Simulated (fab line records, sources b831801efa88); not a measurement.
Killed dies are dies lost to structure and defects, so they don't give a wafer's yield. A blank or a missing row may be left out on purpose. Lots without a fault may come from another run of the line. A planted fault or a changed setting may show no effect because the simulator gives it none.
Which tool did it? | flow gf180mcu | 6 lots, 18 wafers sampled, at 3 steps of a route of 602

WHAT THE GAUGES READ, wafer by wafer
GF_V3_THK_MEAS_01.
lot  | measured     | on            | V3_CVD_00_THK (nm)
L581 | day 22 08:03 | film_metro-03 | 603 601 604
L583 | day 22 14:35 | film_metro-04 | 601 601 602
L585 | day 23 17:01 | film_metro-03 | 600 609 603
L586 | day 24 04:25 | film_metro-03 | 597 603 601
L589 | day 24 19:33 | film_metro-03 | 599 601 604
L595 | day 26 12:04 | film_metro-04 | 586 298 585

WHICH TOOL RAN EACH LOT (tool, then ch and the chambers of the sampled wafers, then the start)
lot  | GF_M3_SPUTTER_02             | GF_V3_CVD_00
L581 | pvd_sputter-02, day 21 07:58 | hdpcvd-01 ch 0,2, day 22 07:58
L583 | pvd_sputter-02, day 21 14:10 | hdpcvd-02 ch 0,1,2, day 22 14:30
L585 | pvd_sputter-03, day 22 17:10 | hdpcvd-01 ch 0,1,2, day 23 16:56
L586 | pvd_sputter-02, day 23 05:07 | hdpcvd-01 ch 0,2, day 24 04:19
L589 | pvd_sputter-01, day 23 20:46 | hdpcvd-02 ch 1,2, day 24 19:26
L595 | pvd_sputter-01, day 25 14:16 | hdpcvd-02 ch 0,1, day 26 12:00
- GF_M3_SPUTTER_02: material AlCu, target thk 450 nm, time 23.9 s.
- GF_V3_CVD_00: deposits SiO2, target thk 600 nm, time 100 s.

THE ANSWER, worked out from the rows above alone
Rule: what is usual is taken from the lots themselves. Put in order of their means at a reading, lots are off if they are a third of the lots or fewer, leave a main group of 4 or more, and stand apart from it by a gap of 3 or more times the standard deviation of the main group's means; of several such gaps the widest counts. A main group whose means are all the same, to the digits that the tables above print for the reading, isn't used. A lot without any number at a reading at which 4 lots or more have one is off too. The other lots that the step has rows for count as sound.
Off: L595, at GF_V3_THK_MEAS_01 (V3_CVD_00_THK). The main group: mean 602 nm, standard deviation 1.3.
A tool fits if, at a process step before that reading, it ran every lot that is off, and no sound lot after the first of them. The gauges at GF_V3_THK_MEAS_01 are tried like those tools. Can't be told from this: 3 tools fit, pvd_sputter-01 at GF_M3_SPUTTER_02, hdpcvd-02 at GF_V3_CVD_00, film_metro-04 at GF_V3_THK_MEAS_01.

WHAT THE SIMULATOR HAD PUT IN
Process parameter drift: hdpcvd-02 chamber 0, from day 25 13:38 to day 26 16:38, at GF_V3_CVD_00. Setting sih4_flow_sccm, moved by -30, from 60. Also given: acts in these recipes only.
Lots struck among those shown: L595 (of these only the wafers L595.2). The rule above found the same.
